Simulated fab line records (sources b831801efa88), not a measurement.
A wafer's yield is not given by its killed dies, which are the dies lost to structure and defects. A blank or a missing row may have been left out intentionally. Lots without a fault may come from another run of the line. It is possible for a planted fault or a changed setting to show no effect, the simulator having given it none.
Split-lot experiment :: flow sky130 :: 5 lots, 23 wafers read, on a route of 708 steps

## ON THE SPLIT
At SKY_LOCAL_INTERCONNECT_COAT_06 (resist thk 450 nm), the setting spin-rpm was moved away from the recipe's 3000 rpm on 5 of the 23 wafers read, by -7.4% to +2.6%. All remaining wafers had this setting at the recipe value.

## FROM THE SPLIT TO THE READING: what the file shows between them, 3 steps
- SKY_LOCAL_INTERCONNECT_SOFTBAKE_07: time 90 s
- SKY_LOCAL_INTERCONNECT_EXPOSE_08: exposes mask LI1M, target cd 170 nm
- SKY_LOCAL_INTERCONNECT_ETCH_13: etches BARC in N2/H2, stops on SiO2, time 45.9 s, target depth 60 nm

## THE READING
KrF-thick_of_LOCAL_INTERCONNECT_COAT_06.thk-nm (the simulator's own value, which no gauge read), in nm, at SKY_LOCAL_INTERCONNECT_METAL_ETCH_14 (etches TiN in Cl2/BCl3, stops on PSG, target depth 110 nm, time 32.26 s). The file gives no usual value for it. The 18 wafers here that ran the recipe average 345.9 nm, standard deviation 0.89 nm.

wafer: L078.2
tool, chamber at the split: litho-track-01, 0
spin-rpm as run, rpm: 3000
against the recipe: recipe
KrF-thick_of_LOCAL_INTERCONNECT_COAT_06.thk-nm, nm: 345.6
against lot-mates on the recipe: -

wafer: L078.4
tool, chamber at the split: litho-track-01, 0
spin-rpm as run, rpm: 3000
against the recipe: recipe
KrF-thick_of_LOCAL_INTERCONNECT_COAT_06.thk-nm, nm: 345.2
against lot-mates on the recipe: -

wafer: L078.6
tool, chamber at the split: litho-track-01, 0
spin-rpm as run, rpm: 3000
against the recipe: recipe
KrF-thick_of_LOCAL_INTERCONNECT_COAT_06.thk-nm, nm: 346.5
against lot-mates on the recipe: -

wafer: L079.1
tool, chamber at the split: litho-track-01, 0
spin-rpm as run, rpm: 3000
against the recipe: recipe
KrF-thick_of_LOCAL_INTERCONNECT_COAT_06.thk-nm, nm: 347.5
against lot-mates on the recipe: -

wafer: L079.2
tool, chamber at the split: litho-track-01, 0
spin-rpm as run, rpm: 2778
against the recipe: -7.4%
KrF-thick_of_LOCAL_INTERCONNECT_COAT_06.thk-nm, nm: 363.1
against lot-mates on the recipe: +16.5

wafer: L079.3
tool, chamber at the split: litho-track-01, 0
spin-rpm as run, rpm: 3000
against the recipe: recipe
KrF-thick_of_LOCAL_INTERCONNECT_COAT_06.thk-nm, nm: 345.7
against lot-mates on the recipe: -

wafer: L079.5
tool, chamber at the split: litho-track-01, 0
spin-rpm as run, rpm: 2778
against the recipe: -7.4%
KrF-thick_of_LOCAL_INTERCONNECT_COAT_06.thk-nm, nm: 364.5
against lot-mates on the recipe: +17.9

wafer: L079.6
tool, chamber at the split: litho-track-01, 0
spin-rpm as run, rpm: 2778
against the recipe: -7.4%
KrF-thick_of_LOCAL_INTERCONNECT_COAT_06.thk-nm, nm: 363.7
against lot-mates on the recipe: +17.1

wafer: L081.1
tool, chamber at the split: litho-track-03, 0
spin-rpm as run, rpm: 3000
against the recipe: recipe
KrF-thick_of_LOCAL_INTERCONNECT_COAT_06.thk-nm, nm: 346
against lot-mates on the recipe: -

wafer: L081.2
tool, chamber at the split: litho-track-03, 0
spin-rpm as run, rpm: 3079
against the recipe: +2.6%
KrF-thick_of_LOCAL_INTERCONNECT_COAT_06.thk-nm, nm: 343.7
against lot-mates on the recipe: -2.2

wafer: L081.3
tool, chamber at the split: litho-track-03, 0
spin-rpm as run, rpm: 3000
against the recipe: recipe
KrF-thick_of_LOCAL_INTERCONNECT_COAT_06.thk-nm, nm: 346.4
against lot-mates on the recipe: -

wafer: L081.5
tool, chamber at the split: litho-track-03, 0
spin-rpm as run, rpm: 3079
against the recipe: +2.6%
KrF-thick_of_LOCAL_INTERCONNECT_COAT_06.thk-nm, nm: 341.1
against lot-mates on the recipe: -4.8

wafer: L081.6
tool, chamber at the split: litho-track-03, 0
spin-rpm as run, rpm: 3000
against the recipe: recipe
KrF-thick_of_LOCAL_INTERCONNECT_COAT_06.thk-nm, nm: 345.4
against lot-mates on the recipe: -

wafer: L082.1
tool, chamber at the split: litho-track-03, 0
spin-rpm as run, rpm: 3000
against the recipe: recipe
KrF-thick_of_LOCAL_INTERCONNECT_COAT_06.thk-nm, nm: 344.9
against lot-mates on the recipe: -

wafer: L082.3
tool, chamber at the split: litho-track-03, 0
spin-rpm as run, rpm: 3000
against the recipe: recipe
KrF-thick_of_LOCAL_INTERCONNECT_COAT_06.thk-nm, nm: 345.5
against lot-mates on the recipe: -

wafer: L082.4
tool, chamber at the split: litho-track-03, 0
spin-rpm as run, rpm: 3000
against the recipe: recipe
KrF-thick_of_LOCAL_INTERCONNECT_COAT_06.thk-nm, nm: 346.5
against lot-mates on the recipe: -

wafer: L082.5
tool, chamber at the split: litho-track-03, 0
spin-rpm as run, rpm: 3000
against the recipe: recipe
KrF-thick_of_LOCAL_INTERCONNECT_COAT_06.thk-nm, nm: 346.9
against lot-mates on the recipe: -

wafer: L082.6
tool, chamber at the split: litho-track-03, 0
spin-rpm as run, rpm: 3000
against the recipe: recipe
KrF-thick_of_LOCAL_INTERCONNECT_COAT_06.thk-nm, nm: 345.9
against lot-mates on the recipe: -

wafer: L084.1
tool, chamber at the split: litho-track-01, 0
spin-rpm as run, rpm: 3000
against the recipe: recipe
KrF-thick_of_LOCAL_INTERCONNECT_COAT_06.thk-nm, nm: 344.9
against lot-mates on the recipe: -

wafer: L084.2
tool, chamber at the split: litho-track-01, 0
spin-rpm as run, rpm: 3000
against the recipe: recipe
KrF-thick_of_LOCAL_INTERCONNECT_COAT_06.thk-nm, nm: 346.8
against lot-mates on the recipe: -

wafer: L084.3
tool, chamber at the split: litho-track-01, 0
spin-rpm as run, rpm: 3000
against the recipe: recipe
KrF-thick_of_LOCAL_INTERCONNECT_COAT_06.thk-nm, nm: 344.4
against lot-mates on the recipe: -

wafer: L084.5
tool, chamber at the split: litho-track-01, 0
spin-rpm as run, rpm: 3000
against the recipe: recipe
KrF-thick_of_LOCAL_INTERCONNECT_COAT_06.thk-nm, nm: 344.5
against lot-mates on the recipe: -

wafer: L084.6
tool, chamber at the split: litho-track-01, 0
spin-rpm as run, rpm: 3000
against the recipe: recipe
KrF-thick_of_LOCAL_INTERCONNECT_COAT_06.thk-nm, nm: 347.2
against lot-mates on the recipe: -

THE FIT
A straight line over all 23 wafers: KrF-thick_of_LOCAL_INTERCONNECT_COAT_06.thk-nm changes by -2.3 nm for each +1% of spin-rpm; r = -0.98; the points scatter about the line by 1.2 nm.
The same after taking each lot's own level away (the mean of its wafers on the recipe; 23 wafers): -2.22 nm for each +1%; r = -0.98; scatter 1.1 nm.
The reading moves by 16 nm for the largest change in spin-rpm, on that fit.
Across the lots, their own levels run from 345.56 to 346.60 nm, a range of 1.2 times the standard deviation given above.
The two slopes agree, so the slope changes little with the lot-to-lot level.
Check: with one of the wafers moved furthest among these (-7.4%) left out of the fit, the line predicts +16.8 nm for it against its lot-mates. Against them it came out at +16.5 nm.

## FURTHER SPLITS ON THESE WAFERS
These wafers also went through other splits before the reading. Each is held against what the fit with the lots' levels taken away leaves over:
other split on the same wafers: SKY_LDD_HVP_IMPLANT_08 energy-kev
wafers away from the commonest value: 8
r with KrF-thick_of_LOCAL_INTERCONNECT_COAT_06.thk-nm (lot level and that fit taken away): +0.07

other split on the same wafers: SKY_POLY_CUT_ETCH_10 time-s
wafers away from the commonest value: 9
r with KrF-thick_of_LOCAL_INTERCONNECT_COAT_06.thk-nm (lot level and that fit taken away): +0.32

other split on the same wafers: SKY_SD_N_IMPLANT_09 energy-kev
wafers away from the commonest value: 7
r with KrF-thick_of_LOCAL_INTERCONNECT_COAT_06.thk-nm (lot level and that fit taken away): +0.10

other split on the same wafers: SKY_LI_CONTACT_HDPCVD_00 time-s
wafers away from the commonest value: 10
r with KrF-thick_of_LOCAL_INTERCONNECT_COAT_06.thk-nm (lot level and that fit taken away): -0.08

## THE WHOLE CHAIN: every reading that the file lists as answering this split, in the file's order
step: SKY_LOCAL_INTERCONNECT_COAT_06
what it does: resist thk 450 nm
reading: KrF-thick_of_LOCAL_INTERCONNECT_COAT_06.thk-nm (the simulator's own value, which no gauge read)
change (the file's fit): -2.32 nm for each +1% of the setting
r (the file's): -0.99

step: SKY_LOCAL_INTERCONNECT_METAL_ETCH_14
what it does: etches TiN in Cl2/BCl3, stops on PSG, target depth 110 nm, time 32.26 s
reading: KrF-thick_of_LOCAL_INTERCONNECT_COAT_06.thk-nm (the simulator's own value, which no gauge read)
change (the file's fit): -2.21 nm for each +1% of the setting
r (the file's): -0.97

step: SKY_LOCAL_INTERCONNECT_STRIP_15
what it does: strips in O2/N2
reading: strip-time-to-endpoint-s
change (the file's fit): withheld for each +1% of the setting
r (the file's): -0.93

## FILE'S OWN FIT
KrF-thick_of_LOCAL_INTERCONNECT_COAT_06.thk-nm changes by -2.21 nm for each +1% of spin-rpm, r = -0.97.
